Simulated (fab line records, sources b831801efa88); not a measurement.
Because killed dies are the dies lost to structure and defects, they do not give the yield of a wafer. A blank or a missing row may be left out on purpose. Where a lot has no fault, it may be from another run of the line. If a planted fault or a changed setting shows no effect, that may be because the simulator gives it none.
Matching of chambers -- flow sky130 -- 4 sister chambers for SKY_VIA2_CMP_02 on cmp-02
The step polishes SiO2. 4 wafers are shown with their chamber, then 8 later ones without.

WAFERS, EACH WITH ITS CHAMBER
wafer,chamber,motor-current-A (A)
L849.2,0,12.3
L852.2,2,14.6
L852.5,1,13.5
L856.1,3,13.0

WAFERS MISSING THEIR CHAMBER
wafer,motor-current-A (A)
L856.2,13.9
L856.4,12.7
L865.1,15.5
L865.2,12.8
L865.4,13.6
L867.4,13.3
L867.5,14.5
L867.6,12.5

EACH ONE'S CHAMBER
wafer,from the rows above,in truth
L856.2,can't be placed: 1 or 2 or 3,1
L856.4,can't be placed: 3 or 0 or 1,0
L865.1,2,2
L865.2,can't be placed: 3 or 0 or 1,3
L865.4,can't be placed: 1 or 3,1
L867.4,can't be placed: 1 or 3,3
L867.5,2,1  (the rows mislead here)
L867.6,can't be placed: 0 or 3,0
1 of 8 placed correctly. Unplaceable from these rows: 6, with the true chamber sitting among the candidates in 6. Wrongly placed: 1.
How it was worked out, from the rows above alone: a wafer's distance from a chamber is the root of the sum, over the readings, of the square of ((its reading less the chamber's mean) divided by the reading's scatter). If the next closest chamber is less than 2 further off than the closest, the wafer can't be placed; otherwise it belongs to the closest. For every chamber, the mean is computed from those of its wafers that are shown. The scatter: root of mean squared gap, hidden wafer to nearest shown wafer, with one shown wafer a chamber.
